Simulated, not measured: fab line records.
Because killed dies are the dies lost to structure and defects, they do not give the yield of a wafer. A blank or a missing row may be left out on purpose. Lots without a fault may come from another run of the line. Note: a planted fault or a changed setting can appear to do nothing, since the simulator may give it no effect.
Code-filled problem report in 8D (eight disciplines) form    flow gf180mcu    the parts of the form that need people (team, actions taken, sign-off) are left out

== 1. THE PROBLEM ==
LVPWELL_OVL at GF_LVPWELL_OVL_MEAS_07 reads a mean of 127.8 nm on 6 wafers of 2 lots; wafers without a fault read 0.1 nm with a standard deviation of 1.2. So: +99 or more standard deviations from the usual mean.
The first sign was on wafer L192.2 at day 5 16:58, on overlay-02. At this step, 39 wafers from 14 lots have a number in the record. By rule, "out" or "out of limits" means more than 4 standard deviations away from the usual mean. All remaining wafers that have a number are taken as sound.

== 2. WHAT IT IS, AND WHAT IT ISN'T ==
question                     is                      is not
which readings at this step  LVPWELL_OVL             -
which lots                   L192, L198              L184, L185, L187, L188, L189, L195, L200, L202, L203, L204, L206, L207
which wafers of those lots   all that have a number  -
read on which gauges         overlay-02              overlay-01
when                         from day 5 16:58        up to then (14 sound wafers); but 19 sound wafers of L195, L200, L202, L203, L204, L206, L207 came after

== 3. WHAT RULES OUT EACH SUSPECT ==
Counting: a tool at a process step up to the reading stays a suspect if it ran every lot that is out and no sound lot after the first of them.
- the gauge at GF_LVPWELL_OVL_MEAS_07: kept. All the wafers that are out were read on overlay-02, and no step on other tools shows them out.
- iline-stepper-02 at GF_LVPWELL_EXPOSE_04 (exposes mask LVPWELL, target cd 600 nm): kept. It processed each lot that is out, first L192 at day 5 09:46, and no sound lot thereafter; up to then, the last sound lot it processed was L189 at day 4 18:25.
After counting, iline-stepper-02 at GF_LVPWELL_EXPOSE_04 and overlay-02 at GF_LVPWELL_OVL_MEAS_07 remain.

== 4. THE CAUSE (what the simulator had put in) ==
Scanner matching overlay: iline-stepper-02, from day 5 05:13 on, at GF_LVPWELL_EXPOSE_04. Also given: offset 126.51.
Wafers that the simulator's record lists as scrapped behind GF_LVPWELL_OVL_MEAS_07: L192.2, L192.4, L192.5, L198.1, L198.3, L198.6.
Counting left 2 suspects, and this tool is among them.

== 5. THE CHAIN OF EFFECTS, in route order ==
One row per reading whose mean, taken over the struck wafers that have a number, lies over 3 standard deviations from the usual. Only readings for which the record gives a usual standard deviation are gone through. hours: the time from each lot's start at the first step in this table that gives one to its start at this step, as a median over the lots. sigmas: the change in usual standard deviations.
hours  step                    reading      usual   on struck wafers  change  sigmas
0      GF_LVPWELL_OVL_MEAS_07  LVPWELL_OVL  0.1 nm  127.8             +127.7  +99 or more

== 6. WHAT WOULD HAVE CAUGHT IT SOONER ==
In this record the first reading out of limits at a measuring or inspecting step was taken at day 5 16:58, 12 hours after the fault began at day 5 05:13.
Among the 2 lots that are out, L198 began GF_LVPWELL_EXPOSE_04 on iline-stepper-02 after day 5 16:58. A hold on the tool at that time would have spared it.
